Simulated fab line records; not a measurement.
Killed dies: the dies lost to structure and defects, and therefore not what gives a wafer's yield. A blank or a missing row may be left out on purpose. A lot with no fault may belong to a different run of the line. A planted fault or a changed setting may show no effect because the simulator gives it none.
fab line records ; flow sky130
record: lots: 24; wafers: 72; last_day: 52
route steps=708 shown LOCAL_INTERCONNECT@399 METAL1@449 METAL3@564 VIA3@586 VIA4@642
lots that met no fault: from a run of the same line without faults
start_h: the number of hours between the record's first day and the start of the first shown wafer of the lot ; wait_h: hours since the lot's step before ; " identical to the entry in the row above ; L1.1+2: one row covering several wafers at once ; - no value, or no start was given ; * or withheld: withheld ; < > ~ a bound
route shown NAME@n: names a module that has steps shown in the file, with the first one's number in the route ; usual: mean/standard deviation taken from wafers without a fault ; same: alike in all rows ; chamber/n: place in a boat ; sites: readings site by site ; _std_site: the standard deviation of these ; _edge_site: outer sites' mean less inner sites' ; radius_mm: how far each site lies from the wafer's centre ; mask NAME#n: copy n ; behind: tool/chamber where the wafer was last shaped ; hold: what put the lot on hold/how long, in hours/how the hold closed ; device: the transistor (n, p or np) that didn't switch ; end of line: the route-end tests of the same wafers ; where a step has no rows: the recipe by itself ; killed: dies that structure and defects cost at the first sort, which is not the same as the wafer's yield ; map: a wafer's dies, marking killed ones x, the rest . and places with no die _
set.NAME: the setting the step ran with; set.NAME@STEP: the setting that earlier step ran with ; model.NAME: the simulator's own value behind a step, which no gauge read
one table for each step of the route and one row for each wafer, over a sample of lots
services: from which hour (start_h, from the record's first day; less than 0 if before it) a tool's chamber was out of use, for how many hours, and why
== steps ==
step: SKY_LOCAL_INTERCONNECT_OVL_MEAS_12
usual: LOCAL_INTERCONNECT_OVL: 0/5.8
lot.wafer;tool;chamber;start_h;wait_h;LOCAL_INTERCONNECT_OVL[nm]
L074.1;overlay-02;-;651.53;0.1;-2
L074.2;overlay-02;-;651.53;0.1;-5
L074.3;overlay-02;-;651.53;0.1;-7
L075.1;overlay-01;-;652.90;0.1;4
L075.3;overlay-01;-;652.90;0.1;0
L075.6;overlay-01;-;652.90;0.1;7
L076.1;overlay-02;-;653.85;0.1;2
L076.3;overlay-02;-;653.85;0.1;8
L076.6;overlay-02;-;653.85;0.1;0
L077.1;overlay-02;-;655.10;0.1;-11
L077.3;overlay-02;-;655.10;0.1;-4
L077.4;overlay-02;-;655.10;0.1;7
L078.2;overlay-01;-;669.64;0.1;-1
L078.4;overlay-01;-;669.64;0.1;-2
L078.5;overlay-01;-;669.64;0.1;0
L080.1;overlay-02;-;678.08;0.1;6
L080.2;overlay-02;-;678.08;0.1;2
L080.6;overlay-02;-;678.08;0.1;9
L079.1;overlay-01;-;680.63;0.1;-5
L079.4;overlay-01;-;680.63;0.1;-9
L079.5;overlay-01;-;680.63;0.1;-4
L081.2;overlay-01;-;693.53;0.1;-3
L081.4;overlay-01;-;693.53;0.1;-1
L081.6;overlay-01;-;693.53;0.1;-9
L082.2;overlay-01;-;702.86;0.1;-3
L082.3;overlay-01;-;702.86;0.1;-6
L082.4;overlay-01;-;702.86;0.1;0
L084.1;overlay-01;-;705.28;0.1;-5
L084.3;overlay-01;-;705.28;0.1;-4
L084.6;overlay-01;-;705.28;0.1;1
L083.2;overlay-01;-;706.43;0.1;10
L083.4;overlay-01;-;706.43;0.1;9
L083.5;overlay-01;-;706.43;0.1;12
L085.1;overlay-02;-;715.03;0.1;0
L085.2;overlay-02;-;715.03;0.1;6
L085.4;overlay-02;-;715.03;0.1;2
L086.2;overlay-01;-;723.43;0.1;1
L086.4;overlay-01;-;723.43;0.1;2
L086.5;overlay-01;-;723.43;0.1;-4
L087.1;overlay-02;-;730.71;0.1;-1
L087.3;overlay-02;-;730.71;0.1;4
L087.4;overlay-02;-;730.71;0.1;0
L088.1;overlay-02;-;733.68;0.1;-4
L088.4;overlay-02;-;733.68;0.1;0
L088.6;overlay-02;-;733.68;0.1;-4
L089.1;overlay-01;-;744.91;0.1;-4
L089.2;overlay-01;-;744.91;0.1;-2
L089.5;overlay-01;-;744.91;0.1;3
L090.1;overlay-01;-;758.81;0.1;-4
L090.5;overlay-01;-;758.81;0.1;-2
L090.6;overlay-01;-;758.81;0.1;-8
L091.1;overlay-02;-;764.08;0.1;2
L091.3;overlay-02;-;764.08;0.1;5
L091.6;overlay-02;-;764.08;0.1;7
L094.2;overlay-02;-;950.48;0.1;0
L094.3;overlay-02;-;950.48;0.1;-6
L094.4;overlay-02;-;950.48;0.1;13
L092.2;overlay-01;-;954.14;0.1;5
L092.4;overlay-01;-;954.14;0.1;1
L092.6;overlay-01;-;954.14;0.1;0
L093.2;overlay-01;-;956.53;0.1;-9
L093.4;overlay-01;-;956.53;0.1;-6
L093.6;overlay-01;-;956.53;0.1;-5
L095.2;overlay-01;-;957.18;0.1;11
L095.3;overlay-01;-;957.18;0.1;1
L095.4;overlay-01;-;957.18;0.1;12
L096.2;overlay-02;-;958.13;0.1;-6
L096.4;overlay-02;-;958.13;0.1;-13
L096.6;overlay-02;-;958.13;0.1;-3
L097.2;overlay-02;-;960.16;0.1;-2
L097.3;overlay-02;-;960.16;0.1;3
L097.5;overlay-02;-;960.16;0.1;2
step: SKY_METAL1_CD_MEAS_15
recipe: target_cd_nm: 140
usual: cd_nm: 140.4/1.4
lot.wafer;tool;chamber;start_h;wait_h;cd_nm
L074.1;cd_sem-01;-;711.79;-;140.8
L074.2;cd_sem-01;-;711.79;-;139.6
L074.3;cd_sem-01;-;711.79;-;138.8
L075.1;cd_sem-02;-;712.44;-;138.2
L075.3;cd_sem-02;-;712.44;-;136.0
L075.6;cd_sem-02;-;712.44;-;136.1
L076.1;cd_sem-02;-;714.94;-;140.2
L076.3;cd_sem-02;-;714.94;-;137.8
L076.6;cd_sem-02;-;714.94;-;139.5
L077.1;cd_sem-02;-;715.46;-;140.3
L077.3;cd_sem-02;-;715.46;-;140.9
L077.4;cd_sem-02;-;715.46;-;141.3
L078.2;cd_sem-01;-;729.58;-;140.9
L078.4;cd_sem-01;-;729.58;-;140.4
L078.5;cd_sem-01;-;729.58;-;140.0
L080.1;cd_sem-02;-;739.09;-;141.4
L080.2;cd_sem-02;-;739.09;-;139.4
L080.6;cd_sem-02;-;739.09;-;140.8
L079.1;cd_sem-02;-;741.49;-;142.2
L079.4;cd_sem-02;-;741.49;-;140.9
L079.5;cd_sem-02;-;741.49;-;141.9
L081.2;cd_sem-01;-;755.20;-;142.5
L081.4;cd_sem-01;-;755.20;-;140.7
L081.6;cd_sem-01;-;755.20;-;140.7
L082.2;cd_sem-02;-;763.78;-;142.9
L082.3;cd_sem-02;-;763.78;-;141.6
L082.4;cd_sem-02;-;763.78;-;142.8
L084.1;cd_sem-02;-;765.61;-;139.1
L084.3;cd_sem-02;-;765.61;-;139.7
L084.6;cd_sem-02;-;765.61;-;140.3
L083.2;cd_sem-01;-;766.61;-;139.6
L083.4;cd_sem-01;-;766.61;-;138.4
L083.5;cd_sem-01;-;766.61;-;140.1
L085.1;cd_sem-01;-;772.99;-;140.7
L085.2;cd_sem-01;-;772.99;-;140.2
L085.4;cd_sem-01;-;772.99;-;141.0
L086.2;cd_sem-01;-;780.96;-;141.4
L086.4;cd_sem-01;-;780.96;-;139.4
L086.5;cd_sem-01;-;780.96;-;140.4
L087.1;cd_sem-01;-;788.91;-;140.5
L087.3;cd_sem-01;-;788.91;-;139.8
L087.4;cd_sem-01;-;788.91;-;140.3
L088.1;cd_sem-01;-;790.81;-;137.7
L088.4;cd_sem-01;-;790.81;-;138.4
L088.6;cd_sem-01;-;790.81;-;138.6
L089.1;cd_sem-01;-;800.03;-;143.5
L089.2;cd_sem-01;-;800.03;-;142.4
L089.5;cd_sem-01;-;800.03;-;144.4
L090.1;cd_sem-01;-;812.69;-;141.1
L090.5;cd_sem-01;-;812.69;-;141.2
L090.6;cd_sem-01;-;812.69;-;140.9
L091.1;cd_sem-01;-;819.79;-;139.4
L091.3;cd_sem-01;-;819.79;-;138.9
L091.6;cd_sem-01;-;819.79;-;139.7
L094.2;cd_sem-01;-;1004.01;-;141.0
L094.3;cd_sem-01;-;1004.01;-;141.1
L094.4;cd_sem-01;-;1004.01;-;140.6
L092.2;cd_sem-01;-;1008.48;-;141.9
L092.4;cd_sem-01;-;1008.48;-;141.1
L092.6;cd_sem-01;-;1008.48;-;140.3
L093.2;cd_sem-02;-;1009.78;-;139.8
L093.4;cd_sem-02;-;1009.78;-;141.7
L093.6;cd_sem-02;-;1009.78;-;140.5
L095.2;cd_sem-02;-;1010.76;-;139.9
L095.3;cd_sem-02;-;1010.76;-;139.2
L095.4;cd_sem-02;-;1010.76;-;139.5
L096.2;cd_sem-01;-;1010.91;-;140.3
L096.4;cd_sem-01;-;1010.91;-;140.0
L096.6;cd_sem-01;-;1010.91;-;140.8
L097.2;cd_sem-02;-;1012.51;-;140.3
L097.3;cd_sem-02;-;1012.51;-;139.6
L097.5;cd_sem-02;-;1012.51;-;139.1
step: SKY_METAL1_ETCH_18
recipe: chemistry: N2/H2; target: BARC; ion_energy_ev: 200; bias_w: 100; pressure_mtorr: 30; n2_flow_sccm: 100; h2_flow_sccm: 200; icp_w: 500; stop_on: SiO2; time_s: 45.9; target_depth_a: 600
usual: drypump_motor_current_A: 5.9/0.5; oes_product_au: 0.856/0.0048; throttle_valve_pct: 13.225/0.0092
lot.wafer;tool;chamber;start_h;wait_h;drypump_motor_current_A;oes_product_au;rf_hours_counter_h;throttle_valve_pct
L074.1;rie_metal-02;1;711.97;0.0;6.2;0.857;5;13.228
L074.2;rie_metal-02;0;711.97;0.0;6.5;0.852;2;13.222
L074.3;rie_metal-02;1;711.97;0.0;6.2;0.850;-;13.223
L075.1;rie_metal-04;1;712.62;0.0;5.6;0.851;2;13.226
L075.3;rie_metal-04;1;712.62;0.0;5.6;0.855;-;13.222
L075.6;rie_metal-04;1;712.62;0.0;5.7;0.865;-;13.234
L076.1;rie_metal-02;0;715.12;0.0;6.5;0.861;3;13.240
L076.3;rie_metal-02;0;715.12;0.0;6.5;0.854;-;13.212
L076.6;rie_metal-02;1;715.12;0.0;6.2;0.855;-;13.226
L077.1;rie_metal-03;1;715.64;0.0;5.6;0.856;11;13.239
L077.3;rie_metal-03;0;715.64;0.0;5.1;0.854;-;13.232
L077.4;rie_metal-03;1;715.64;0.0;5.6;0.853;-;13.223
L078.2;rie_metal-02;1;729.74;0.0;6.1;0.853;6;13.213
L078.4;rie_metal-02;1;729.74;0.0;6.1;0.854;-;13.226
L078.5;rie_metal-02;0;729.74;0.0;6.5;0.854;-;13.236
L080.1;rie_metal-03;1;739.27;0.0;5.6;0.857;12;13.228
L080.2;rie_metal-03;0;739.27;0.0;5.1;0.860;6;13.214
L080.6;rie_metal-03;0;739.27;0.0;5.1;0.856;-;13.207
L079.1;rie_metal-04;0;741.67;0.0;6.5;0.850;2;13.225
L079.4;rie_metal-04;1;741.67;0.0;5.6;0.856;-;13.216
L079.5;rie_metal-04;0;741.67;0.0;6.5;0.850;-;13.217
L081.2;rie_metal-02;0;755.36;0.0;6.5;0.848;4;13.210
L081.4;rie_metal-02;0;755.36;0.0;6.5;0.857;-;13.221
L081.6;rie_metal-02;0;755.36;0.0;6.5;0.857;-;13.214
L082.2;rie_metal-03;0;763.94;0.0;5.1;0.857;6;13.217
L082.3;rie_metal-03;1;763.94;0.0;5.7;0.864;-;13.222
L082.4;rie_metal-03;0;763.94;0.0;5.1;0.860;-;13.245
L084.1;rie_metal-02;1;765.79;0.0;6.2;0.853;6;13.224
L084.3;rie_metal-02;0;765.79;0.0;6.5;0.851;-;13.246
L084.6;rie_metal-02;0;765.79;0.0;6.5;0.862;-;13.236
L083.2;rie_metal-04;1;766.77;0.0;5.7;0.857;4;13.218
L083.4;rie_metal-04;1;766.77;0.0;5.6;0.859;-;13.228
L083.5;rie_metal-04;1;766.77;0.0;5.6;0.859;-;13.217
L085.1;rie_metal-02;1;773.17;0.0;6.2;0.854;6;13.219
L085.2;rie_metal-02;0;773.17;0.0;6.5;0.857;4;13.212
L085.4;rie_metal-02;1;773.17;0.0;6.1;0.854;-;13.217
L086.2;rie_metal-03;1;781.12;0.0;5.6;0.854;13;13.227
L086.4;rie_metal-03;0;781.12;0.0;5.2;0.859;-;13.222
L086.5;rie_metal-03;1;781.12;0.0;5.6;0.863;-;13.210
L087.1;rie_metal-03;1;789.09;0.0;5.6;0.854;14;13.213
L087.3;rie_metal-03;1;789.09;0.0;5.6;0.862;-;13.235
L087.4;rie_metal-03;0;789.09;0.0;5.1;0.856;-;13.236
L088.1;rie_metal-04;0;790.99;0.0;6.4;0.858;4;13.218
L088.4;rie_metal-04;1;790.99;0.0;5.7;0.855;-;13.223
L088.6;rie_metal-04;0;790.99;0.0;6.4;0.860;-;13.223
L089.1;rie_metal-02;1;800.22;0.0;6.2;0.857;7;13.219
L089.2;rie_metal-02;0;800.22;0.0;6.5;0.853;5;13.242
L089.5;rie_metal-02;0;800.22;0.0;6.5;0.853;-;13.215
L090.1;rie_metal-03;0;812.87;0.0;5.1;0.863;9;13.229
L090.5;rie_metal-03;1;812.87;0.0;5.6;0.858;-;13.218
L090.6;rie_metal-03;0;812.87;0.0;5.1;0.860;-;13.219
L091.1;rie_metal-02;0;819.98;0.0;6.5;0.853;7;13.232
L091.3;rie_metal-02;1;819.98;0.0;6.2;0.846;-;13.204
L091.6;rie_metal-02;0;819.98;0.0;6.5;0.865;-;13.220
L094.2;rie_metal-03;1;1004.18;0.0;5.7;0.859;7;13.229
L094.3;rie_metal-03;0;1004.18;0.0;5.1;0.862;-;13.215
L094.4;rie_metal-03;1;1004.18;0.0;5.6;0.853;-;13.235
L092.2;rie_metal-02;1;1008.64;0.0;6.2;0.853;17;13.234
L092.4;rie_metal-02;0;1008.64;0.0;6.5;0.851;-;13.224
L092.6;rie_metal-02;1;1008.64;0.0;6.2;0.867;-;13.219
L093.2;rie_metal-04;0;1009.94;0.0;6.4;0.857;15;13.232
L093.4;rie_metal-04;0;1009.94;0.0;6.5;0.867;-;13.224
L093.6;rie_metal-04;0;1009.94;0.0;6.5;0.860;-;13.231
L095.2;rie_metal-03;1;1010.93;0.0;5.6;0.851;8;13.226
L095.3;rie_metal-03;0;1010.93;0.0;5.1;0.856;-;13.230
L095.4;rie_metal-03;1;1010.93;0.0;5.6;0.859;-;13.210
L096.2;rie_metal-04;0;1011.07;0.0;6.5;0.859;15;13.220
L096.4;rie_metal-04;0;1011.07;0.0;6.4;0.864;-;13.228
L096.6;rie_metal-04;1;1011.07;0.0;5.7;0.857;-;13.228
L097.2;rie_metal-03;0;1012.68;0.0;5.1;0.854;18;13.224
L097.3;rie_metal-03;0;1012.68;0.0;5.1;0.863;-;13.239
L097.5;rie_metal-03;0;1012.68;0.0;5.1;0.851;-;13.210
step: SKY_METAL3_OVL_MEAS_14
usual: METAL3_OVL: 0/6.5
lot.wafer;tool;chamber;start_h;wait_h;METAL3_OVL[nm]
L074.1;overlay-01;-;853.81;0.1;-3
L074.2;overlay-01;-;853.81;0.1;-11
L074.3;overlay-01;-;853.81;0.1;-11
L075.1;overlay-01;-;855.16;0.1;-1
L075.3;overlay-01;-;855.16;0.1;4
L075.6;overlay-01;-;855.16;0.1;3
L076.1;overlay-02;-;856.41;0.1;-6
L076.3;overlay-02;-;856.41;0.1;-1
L076.6;overlay-02;-;856.41;0.1;-8
L077.1;overlay-01;-;857.66;0.1;11
L077.3;overlay-01;-;857.66;0.1;8
L077.4;overlay-01;-;857.66;0.1;4
L078.2;overlay-01;-;869.01;0.1;6
L078.4;overlay-01;-;869.01;0.1;-6
L078.5;overlay-01;-;869.01;0.1;-1
L080.1;overlay-01;-;879.03;0.1;11
L080.2;overlay-01;-;879.03;0.1;1
L080.6;overlay-01;-;879.03;0.1;2
L079.1;overlay-01;-;881.03;0.1;-3
L079.4;overlay-01;-;881.03;0.1;-7
L079.5;overlay-01;-;881.03;0.1;-9
L081.2;overlay-01;-;894.21;0.1;0
L081.4;overlay-01;-;894.21;0.1;0
L081.6;overlay-01;-;894.21;0.1;-3
L082.2;overlay-01;-;903.21;0.1;1
L082.3;overlay-01;-;903.21;0.1;-4
L082.4;overlay-01;-;903.21;0.1;9
L084.1;overlay-02;-;904.23;0.1;8
L084.3;overlay-02;-;904.23;0.1;-2
L084.6;overlay-02;-;904.23;0.1;2
L083.2;overlay-01;-;905.84;0.1;-8
L083.4;overlay-01;-;905.84;0.1;-9
L083.5;overlay-01;-;905.84;0.1;-8
L085.1;overlay-02;-;911.66;0.1;-3
L085.2;overlay-02;-;911.66;0.1;4
L085.4;overlay-02;-;911.66;0.1;3
L086.2;overlay-01;-;921.24;0.1;8
L086.4;overlay-01;-;921.24;0.1;1
L086.5;overlay-01;-;921.24;0.1;4
L087.1;overlay-02;-;929.61;0.1;3
L087.3;overlay-02;-;929.61;0.1;-3
L087.4;overlay-02;-;929.61;0.1;6
L088.1;overlay-02;-;932.43;0.1;10
L088.4;overlay-02;-;932.43;0.1;3
L088.6;overlay-02;-;932.43;0.1;1
L089.1;overlay-02;-;939.78;0.1;-5
L089.2;overlay-02;-;939.78;0.1;-1
L089.5;overlay-02;-;939.78;0.1;-4
L090.1;overlay-01;-;951.66;0.1;0
L090.5;overlay-01;-;951.66;0.1;-1
L090.6;overlay-01;-;951.66;0.1;3
L091.1;overlay-02;-;959.21;0.1;-5
L091.3;overlay-02;-;959.21;0.1;-2
L091.6;overlay-02;-;959.21;0.1;-2
L094.2;overlay-01;-;1111.51;0.1;0
L094.3;overlay-01;-;1111.51;0.1;-9
L094.4;overlay-01;-;1111.51;0.1;-7
L092.2;overlay-01;-;1114.16;0.1;10
L092.4;overlay-01;-;1114.16;0.1;3
L092.6;overlay-01;-;1114.16;0.1;6
L093.2;overlay-02;-;1114.69;0.1;10
L093.4;overlay-02;-;1114.69;0.1;14
L093.6;overlay-02;-;1114.69;0.1;9
L095.2;overlay-02;-;1116.31;0.1;1
L095.3;overlay-02;-;1116.31;0.1;3
L095.4;overlay-02;-;1116.31;0.1;2
L096.2;overlay-02;-;1117.01;0.1;0
L096.4;overlay-02;-;1117.01;0.1;-1
L096.6;overlay-02;-;1117.01;0.1;-4
L097.2;overlay-02;-;1118.16;0.1;10
L097.3;overlay-02;-;1118.16;0.1;-4
L097.5;overlay-02;-;1118.16;0.1;-2
step: SKY_VIA3_OVL_MEAS_13
usual: VIA3_OVL: -2/5.9
lot.wafer;tool;chamber;start_h;wait_h;VIA3_OVL[nm]
L074.1;overlay-02;-;882.33;0.1;0
L074.2;overlay-02;-;882.33;0.1;7
L074.3;overlay-02;-;882.33;0.1;3
L075.1;overlay-01;-;883.33;0.1;-20
L075.3;overlay-01;-;883.33;0.1;-2
L075.6;overlay-01;-;883.33;0.1;-7
L076.1;overlay-01;-;884.48;0.1;0
L076.3;overlay-01;-;884.48;0.1;-7
L076.6;overlay-01;-;884.48;0.1;1
L077.1;overlay-01;-;886.26;0.1;-9
L077.3;overlay-01;-;886.26;0.1;-3
L077.4;overlay-01;-;886.26;0.1;-3
L078.2;overlay-02;-;897.26;0.1;4
L078.4;overlay-02;-;897.26;0.1;4
L078.5;overlay-02;-;897.26;0.1;-8
L080.1;overlay-02;-;906.78;0.1;1
L080.2;overlay-02;-;906.78;0.1;-4
L080.6;overlay-02;-;906.78;0.1;-2
L079.1;overlay-01;-;908.83;0.1;5
L079.4;overlay-01;-;908.83;0.1;-9
L079.5;overlay-01;-;908.83;0.1;4
L081.2;overlay-01;-;922.33;0.1;1
L081.4;overlay-01;-;922.33;0.1;1
L081.6;overlay-01;-;922.33;0.1;1
L082.2;overlay-02;-;931.08;0.1;0
L082.3;overlay-02;-;931.08;0.1;-12
L082.4;overlay-02;-;931.08;0.1;-3
L084.1;overlay-02;-;931.43;0.1;7
L084.3;overlay-02;-;931.43;0.1;3
L084.6;overlay-02;-;931.43;0.1;7
L083.2;overlay-02;-;933.28;0.1;6
L083.4;overlay-02;-;933.28;0.1;-2
L083.5;overlay-02;-;933.28;0.1;-8
L085.1;overlay-01;-;939.43;0.1;-7
L085.2;overlay-01;-;939.43;0.1;6
L085.4;overlay-01;-;939.43;0.1;5
L086.2;overlay-02;-;947.83;0.1;0
L086.4;overlay-02;-;947.83;0.1;6
L086.5;overlay-02;-;947.83;0.1;12
L087.1;overlay-02;-;956.36;0.1;-9
L087.3;overlay-02;-;956.36;0.1;-5
L087.4;overlay-02;-;956.36;0.1;-2
L088.1;overlay-01;-;959.33;0.1;0
L088.4;overlay-01;-;959.33;0.1;0
L088.6;overlay-01;-;959.33;0.1;5
L089.1;overlay-01;-;966.11;0.1;-7
L089.2;overlay-01;-;966.11;0.1;3
L089.5;overlay-01;-;966.11;0.1;-7
L090.1;overlay-02;-;978.98;0.1;-5
L090.5;overlay-02;-;978.98;0.1;-6
L090.6;overlay-02;-;978.98;0.1;-3
L091.1;overlay-02;-;986.13;0.1;2
L091.3;overlay-02;-;986.13;0.1;0
L091.6;overlay-02;-;986.13;0.1;9
L094.2;overlay-01;-;1130.93;0.1;1
L094.3;overlay-01;-;1130.93;0.1;5
L094.4;overlay-01;-;1130.93;0.1;-1
L092.2;overlay-01;-;1133.64;0.1;-7
L092.4;overlay-01;-;1133.64;0.1;-2
L092.6;overlay-01;-;1133.64;0.1;-3
L093.2;overlay-01;-;1133.99;0.1;-5
L093.4;overlay-01;-;1133.99;0.1;-5
L093.6;overlay-01;-;1133.99;0.1;-3
L095.2;overlay-02;-;1135.63;0.1;4
L095.3;overlay-02;-;1135.63;0.1;6
L095.4;overlay-02;-;1135.63;0.1;0
L096.2;overlay-01;-;1136.16;0.1;-6
L096.4;overlay-01;-;1136.16;0.1;0
L096.6;overlay-01;-;1136.16;0.1;-1
L097.2;overlay-01;-;1137.08;0.1;-1
L097.3;overlay-01;-;1137.08;0.1;2
L097.5;overlay-01;-;1137.08;0.1;-6
step: SKY_VIA4_BOW_MEAS_03
recipe: mode: bow
usual: VIA4_BOW: 80/8.3
lot.wafer;tool;chamber;start_h;wait_h;VIA4_BOW[um]
L074.1;film_metro-01;-;938.11;0.1;77
L074.2;film_metro-01;-;938.11;0.1;91
L074.3;film_metro-01;-;938.11;0.1;65
L075.1;film_metro-01;-;938.75;0.2;68
L075.3;film_metro-01;-;938.75;0.2;71
L075.6;film_metro-01;-;938.75;0.2;63
L076.1;film_metro-04;-;940.06;0.2;75
L076.3;film_metro-04;-;940.06;0.2;67
L076.6;film_metro-04;-;940.06;0.2;78
L077.1;film_metro-04;-;941.85;0.3;93
L077.3;film_metro-04;-;941.85;0.3;95
L077.4;film_metro-04;-;941.85;0.3;85
L078.2;film_metro-04;-;952.62;0.3;85
L078.4;film_metro-04;-;952.62;0.3;76
L078.5;film_metro-04;-;952.62;0.3;90
L080.1;film_metro-01;-;961.32;0.2;99
L080.2;film_metro-01;-;961.32;0.2;83
L080.6;film_metro-01;-;961.32;0.2;93
L079.1;film_metro-01;-;963.40;0.2;73
L079.4;film_metro-01;-;963.40;0.2;70
L079.5;film_metro-01;-;963.40;0.2;94
L081.2;film_metro-04;-;975.34;0.2;71
L081.4;film_metro-04;-;975.34;0.2;73
L081.6;film_metro-04;-;975.34;0.2;69
L082.2;film_metro-04;-;985.08;0.3;85
L082.3;film_metro-04;-;985.08;0.3;87
L082.4;film_metro-04;-;985.08;0.3;89
L084.1;film_metro-01;-;986.30;0.1;76
L084.3;film_metro-01;-;986.30;0.1;86
L084.6;film_metro-01;-;986.30;0.1;83
L083.2;film_metro-03;-;987.65;0.2;86
L083.4;film_metro-03;-;987.65;0.2;83
L083.5;film_metro-03;-;987.65;0.2;79
L085.1;film_metro-04;-;994.11;0.2;74
L085.2;film_metro-04;-;994.11;0.2;75
L085.4;film_metro-04;-;994.11;0.2;81
L086.2;film_metro-04;-;1002.07;0.2;80
L086.4;film_metro-04;-;1002.07;0.2;72
L086.5;film_metro-04;-;1002.07;0.2;78
L087.1;film_metro-04;-;1012.04;0.2;77
L087.3;film_metro-04;-;1012.04;0.2;79
L087.4;film_metro-04;-;1012.04;0.2;68
L088.1;film_metro-01;-;1012.94;0.1;73
L088.4;film_metro-01;-;1012.94;0.1;69
L088.6;film_metro-01;-;1012.94;0.1;72
L089.1;film_metro-03;-;1019.55;0.2;96
L089.2;film_metro-03;-;1019.55;0.2;92
L089.5;film_metro-03;-;1019.55;0.2;80
L090.1;film_metro-03;-;1031.10;0.2;84
L090.5;film_metro-03;-;1031.10;0.2;90
L090.6;film_metro-03;-;1031.10;0.2;90
L091.1;film_metro-03;-;1035.94;0.1;78
L091.3;film_metro-03;-;1035.94;0.1;84
L091.6;film_metro-03;-;1035.94;0.1;81
L094.2;film_metro-04;-;1168.54;0.3;85
L094.3;film_metro-04;-;1168.54;0.3;81
L094.4;film_metro-04;-;1168.54;0.3;64
L092.2;film_metro-01;-;1170.38;0.3;75
L092.4;film_metro-01;-;1170.38;0.3;83
L092.6;film_metro-01;-;1170.38;0.3;88
L093.2;film_metro-01;-;1172.06;0.2;90
L093.4;film_metro-01;-;1172.06;0.2;80
L093.6;film_metro-01;-;1172.06;0.2;80
L096.2;film_metro-03;-;1174.85;0.1;84
L096.4;film_metro-03;-;1174.85;0.1;91
L096.6;film_metro-03;-;1174.85;0.1;70
L095.2;film_metro-03;-;1175.15;0.1;71
L095.3;film_metro-03;-;1175.15;0.1;89
L095.4;film_metro-03;-;1175.15;0.1;74
L097.2;film_metro-03;-;1175.75;0.2;64
L097.3;film_metro-03;-;1175.75;0.2;88
L097.5;film_metro-03;-;1175.75;0.2;68
== services ==
tool;chamber;start_h;hours;kind
rie_metal-03;-;725.87;2.8;pm
rie_metal-02;-;791.50;1.4;pm
rie_metal-03;0;843.20;6.2;repair
rie_metal-03;1;849.38;-;clean
rie_metal-03;1;849.38;10.3;scheduled_down
rie_metal-03;1;849.38;10.3;vent_cycle
rie_metal-02;-;870.42;2.8;pm
rie_metal-04;0;920.32;3.0;repair
rie_metal-02;1;988.70;3.0;repair
== key ==
fault none
